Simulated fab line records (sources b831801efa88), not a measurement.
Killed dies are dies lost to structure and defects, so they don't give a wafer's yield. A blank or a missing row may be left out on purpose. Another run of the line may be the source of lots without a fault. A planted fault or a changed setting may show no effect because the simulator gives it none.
Which of the tools did it? || flow sky130 || route of 708 steps, sampled at 1 step: 6 lots, 18 wafers

WHAT THE GAUGES READ, wafer by wafer
SKY_METAL1_THK_MEAS_06: measures by xrf.
{"lot": "L660", "measured": "day 32 05:40", "on": "filmMetro-02", "METAL1_ALCU_THK (nm)": "254 254 260"}
{"lot": "L671", "measured": "day 36 04:10", "on": "filmMetro-01", "METAL1_ALCU_THK (nm)": "253 255 255"}
{"lot": "L673", "measured": "day 36 14:40", "on": "filmMetro-04", "METAL1_ALCU_THK (nm)": "256 252 250"}
{"lot": "L677", "measured": "day 37 15:23", "on": "filmMetro-01", "METAL1_ALCU_THK (nm)": "258 256 259"}
{"lot": "L679", "measured": "day 38 13:31", "on": "filmMetro-02", "METAL1_ALCU_THK (nm)": "257 256 253"}
{"lot": "L681", "measured": "day 39 07:21", "on": "filmMetro-01", "METAL1_ALCU_THK (nm)": "256 250 254"}

EACH LOT AND THE TOOL THAT RAN IT (in order: tool; ch and the chambers of the sampled wafers; start)
The record holds no process step before these readings.

THE ANSWER, worked out from the rows above alone
Rule: the lots themselves supply what counts as usual. Put in order of their means at a reading, lots are off if they are a third of the lots or fewer, leave a main group of 4 or more, and stand apart from it by a gap of 3 or more times the standard deviation of the main group's means; of several such gaps the widest counts. A main group whose means are all the same, to the digits that the tables above print for the reading, isn't used. A lot without any number at a reading at which 4 lots or more have one is off too. Any other lot the step has rows for is counted as sound.
No lot is off on any of the readings shown, so nothing can be concluded from this.

WHAT THE SIMULATOR HAD INSERTED
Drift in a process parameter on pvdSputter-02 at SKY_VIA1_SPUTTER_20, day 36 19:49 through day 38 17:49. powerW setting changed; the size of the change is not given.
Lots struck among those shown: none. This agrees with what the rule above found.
